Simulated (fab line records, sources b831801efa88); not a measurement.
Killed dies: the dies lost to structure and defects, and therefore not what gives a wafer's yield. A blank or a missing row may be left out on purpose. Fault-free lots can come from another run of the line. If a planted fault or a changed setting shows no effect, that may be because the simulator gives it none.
Which tool was responsible? || flow sky130 || 30 wafers from 10 lots sampled at 3 of the route's 708 steps

== WHAT THE GAUGES READ, wafer by wafer ==
SKY_VIA4_RS_MEAS_19: measures by four-point-probe.
{"lot": "L488", "measured": "day 43 17:44", "on": "film-metro-02", "VIA4_W_RS (ohm/sq)": "0.2279 0.2287 0.2288"}
{"lot": "L492", "measured": "day 43 19:28", "on": "film-metro-04", "VIA4_W_RS (ohm/sq)": "0.2275 0.2267 0.2256"}
{"lot": "L493", "measured": "day 43 22:04", "on": "film-metro-01", "VIA4_W_RS (ohm/sq)": "0.2232 0.2245 0.2234"}
{"lot": "L494", "measured": "day 43 22:44", "on": "film-metro-02", "VIA4_W_RS (ohm/sq)": "0.2554 0.2562 0.2309"}
{"lot": "L495", "measured": "day 44 22:32", "on": "film-metro-04", "VIA4_W_RS (ohm/sq)": "0.2298 0.2564 0.2273"}
{"lot": "L496", "measured": "day 44 23:18", "on": "film-metro-02", "VIA4_W_RS (ohm/sq)": "0.2618 0.2351 0.2592"}
{"lot": "L500", "measured": "day 48 23:47", "on": "film-metro-01", "VIA4_W_RS (ohm/sq)": "0.2286 0.2274 0.2298"}
{"lot": "L503", "measured": "day 49 05:12", "on": "film-metro-01", "VIA4_W_RS (ohm/sq)": "0.2255 0.2281 0.2299"}
{"lot": "L507", "measured": "day 49 07:25", "on": "film-metro-04", "VIA4_W_RS (ohm/sq)": "0.2306 0.2318 0.2325"}
{"lot": "L505", "measured": "day 49 11:41", "on": "film-metro-01", "VIA4_W_RS (ohm/sq)": "0.2291 0.2247 0.2288"}

== WHICH TOOL RAN EACH LOT (tool, then ch and the chambers of the sampled wafers, then the start) ==
{"lot": "L488", "SKY_VIA4_CMP_02": "cmp-02 ch 0,1,2, day 42 17:39", "SKY_VIA4_CVD_18": "cvd-w-02 ch 1, day 43 17:26"}
{"lot": "L492", "SKY_VIA4_CMP_02": "cmp-02 ch 0,1,2, day 42 19:12", "SKY_VIA4_CVD_18": "cvd-w-01 ch 0,1, day 43 19:18"}
{"lot": "L493", "SKY_VIA4_CMP_02": "cmp-01 ch 0,1,2, day 42 22:02", "SKY_VIA4_CVD_18": "cvd-w-02 ch 0, day 43 21:55"}
{"lot": "L494", "SKY_VIA4_CMP_02": "cmp-01 ch 0,1,3, day 42 22:20", "SKY_VIA4_CVD_18": "cvd-w-01 ch 0,1, day 43 22:35"}
{"lot": "L495", "SKY_VIA4_CMP_02": "cmp-02 ch 0,1,2, day 43 22:40", "SKY_VIA4_CVD_18": "cvd-w-01 ch 0,1, day 44 22:22"}
{"lot": "L496", "SKY_VIA4_CMP_02": "cmp-02 ch 1,2,3, day 43 23:37", "SKY_VIA4_CVD_18": "cvd-w-01 ch 0,1, day 44 23:09"}
{"lot": "L500", "SKY_VIA4_CMP_02": "cmp-02 ch 1,2,3, day 48 04:13", "SKY_VIA4_CVD_18": "cvd-w-01 ch 0,1, day 48 23:37"}
{"lot": "L503", "SKY_VIA4_CMP_02": "cmp-02 ch 0,3, day 48 10:44", "SKY_VIA4_CVD_18": "cvd-w-01 ch 0,1, day 49 05:03"}
{"lot": "L507", "SKY_VIA4_CMP_02": "cmp-01 ch 0,2, day 48 11:46", "SKY_VIA4_CVD_18": "cvd-w-01 ch 0,1, day 49 07:15"}
{"lot": "L505", "SKY_VIA4_CMP_02": "cmp-02 ch 1,2,3, day 48 16:26", "SKY_VIA4_CVD_18": "cvd-w-01 ch 0,1, day 49 11:33"}
- SKY_VIA4_CMP_02: polishes SiO2.
- SKY_VIA4_CVD_18: deposits W, target thk 505 nm, time 152.14 s.

== THE ANSWER, worked out from the rows above alone ==
Rule: what is usual is taken from the lots themselves. The widest of any qualifying gaps counts: lots, ordered by their means at a reading, are off when they make up no more than a third of the lots, leave a main group of 4 or more, and stand apart from it by 3 or more times the standard deviation of that group's means. Not used: any main group whose means are identical at the precision the tables above print for the reading. A lot without any number at a reading at which 4 lots or more have one is off too. The other lots that the step has rows for count as sound.
No lot is off on any of the readings shown, so nothing can be concluded from this.

== WHAT THE SIMULATOR HAD PUT IN ==
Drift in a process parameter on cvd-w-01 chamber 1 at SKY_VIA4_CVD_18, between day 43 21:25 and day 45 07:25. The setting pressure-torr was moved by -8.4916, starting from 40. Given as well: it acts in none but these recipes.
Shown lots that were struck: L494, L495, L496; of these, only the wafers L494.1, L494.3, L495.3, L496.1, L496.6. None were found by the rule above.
